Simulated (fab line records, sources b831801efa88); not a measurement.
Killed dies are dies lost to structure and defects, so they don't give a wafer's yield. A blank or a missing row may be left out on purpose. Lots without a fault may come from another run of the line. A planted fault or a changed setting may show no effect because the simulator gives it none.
Chamber matching | flow sky130 | SKY_LI_CONTACT_ETCH_15 on rie_diel-01: 4 sister chambers
The step etches PSG in C4F8/O2/Ar, stops on Si, target depth 600 nm. 4 wafers are shown with their chamber, then 9 later ones without.

WAFERS WITH THEIR CHAMBER
wafer  | chamber | rf_fwd_power_W (W)
L086.3 | 1       | 1492
L091.3 | 2       | 1487
L093.5 | 0       | 1495
L093.6 | 3       | 1496

WAFERS WITHOUT THEIR CHAMBER
wafer  | rf_fwd_power_W (W)
L094.1 | 1486
L094.3 | 1490
L094.4 | 1489
L092.2 | 1490
L092.4 | 1487
L092.5 | 1497
L095.1 | 1490
L095.3 | 1488
L095.5 | 1499

WHICH CHAMBER EACH WENT THROUGH
wafer  | from the rows above          | in truth
L094.1 | 2                            | 2
L094.3 | can't be placed: 1 or 2 or 0 | 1
L094.4 | can't be placed: 2 or 1      | 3
L092.2 | can't be placed: 1 or 2 or 0 | 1
L092.4 | 2                            | 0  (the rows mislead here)
L092.5 | can't be placed: 3 or 0      | 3
L095.1 | can't be placed: 1 or 2 or 0 | 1
L095.3 | can't be placed: 2 or 1      | 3
L095.5 | can't be placed: 3 or 0      | 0
Placed correctly: 1 of 9. Can't be placed from these rows: 7 (the true chamber is among the candidates in 5). Placed wrongly: 1.
How it was worked out, from the rows above alone: a wafer's distance from a chamber is the root of the sum, over the readings, of the square of ((its reading less the chamber's mean) divided by the reading's scatter). The wafer belongs to the nearest chamber; if the next one is less than 2 further off, it can't be placed. A chamber's mean is the mean of its shown wafers. The scatter: with one shown wafer a chamber, the root of the mean of the squares of how far each hidden wafer lies from its nearest shown one.
